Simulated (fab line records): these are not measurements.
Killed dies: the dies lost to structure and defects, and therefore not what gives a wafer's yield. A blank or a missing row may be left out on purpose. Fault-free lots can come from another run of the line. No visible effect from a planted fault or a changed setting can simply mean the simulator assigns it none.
Which tool is to blame?    flow sky130    36 wafers from 12 lots sampled at 2 of the route's 708 steps

## WHAT THE GAUGES READ, wafer by wafer
SKY_VIA2_CD_MEAS_12: the cd target is 200 nm. Usual: 200.3 nm for cdNm, sd 1.6.
lot   measured      on        cdNm (nm)          flag
L779  day 37 13:49  cdSem-02  201.1 201.0 199.4  
L783  day 38 02:16  cdSem-02  199.7 198.4 199.7  
L788  day 39 13:01  cdSem-02  200.1 199.8 199.5  
L790  day 40 09:23  cdSem-01  198.3 198.0 197.8  
L791  day 40 12:11  cdSem-01  199.5 198.6 199.0  
L792  day 41 01:07  cdSem-01  202.0 201.6 201.9  
L793  day 41 11:20  cdSem-01  197.0 199.1 198.6  
L796  day 42 00:26  cdSem-01  202.4 202.0 204.3  
L797  day 42 10:19  cdSem-01  199.7 199.5 199.2  
L800  day 44 02:10  cdSem-02  200.2 199.9 200.4  
L801  day 44 03:56  cdSem-02  198.9 197.9 199.1  
L799  day 44 06:41  cdSem-01  200.7 201.1 200.7  

SKY_VIA2_OVL_MEAS_13. Usual: VIA2_OVL -1 nm, standard deviation 4.9.
lot   measured      on          VIA2_OVL (nm)  flag
L779  day 37 13:55  overlay-01  -4 3 7         
L783  day 38 02:23  overlay-02  2 -1 11        
L788  day 39 13:07  overlay-01  -1 1 -1        
L790  day 40 09:31  overlay-01  5 -1 1         
L791  day 40 12:16  overlay-02  5 2 3          
L792  day 41 01:13  overlay-01  -3 1 2         
L793  day 41 11:28  overlay-02  5 -1 1         
L796  day 42 00:32  overlay-01  0 -14 -3       
L797  day 42 10:24  overlay-02  2 1 -3         
L800  day 44 02:17  overlay-01  -4 4 3         
L801  day 44 04:04  overlay-02  -7 -8 -13      
L799  day 44 06:47  overlay-02  -4 -2 -3       

## WHICH TOOL RAN EACH LOT (tool, then ch and the chambers of the sampled wafers, then the start)
The record holds no process step before these readings.

## WHAT THE TOOLS THEMSELVES READ (means of the sampled wafers that have a number; where no wafer has one, the mark that the record gives instead)
The record holds no such reading with a usual standard deviation.

## THE ANSWER, worked out from the rows above alone
Rule: take the mean of a lot's wafers that have a number; if it is more than 3 standard deviations from the usual mean, the lot is off. Also off: a lot with no number at a reading for which 4 or more lots have one. Any other lot the step has rows for is counted as sound. First the gauges in route order, then the tools' own readings, where a lot's mean is used as printed above. The first step at which some lot is off is used, and at that step the reading that is off furthest; a lot without a number counts as furthest.
No lot is off at any reading shown: from this, nothing can be told.

## WHAT THE SIMULATOR PUT IN
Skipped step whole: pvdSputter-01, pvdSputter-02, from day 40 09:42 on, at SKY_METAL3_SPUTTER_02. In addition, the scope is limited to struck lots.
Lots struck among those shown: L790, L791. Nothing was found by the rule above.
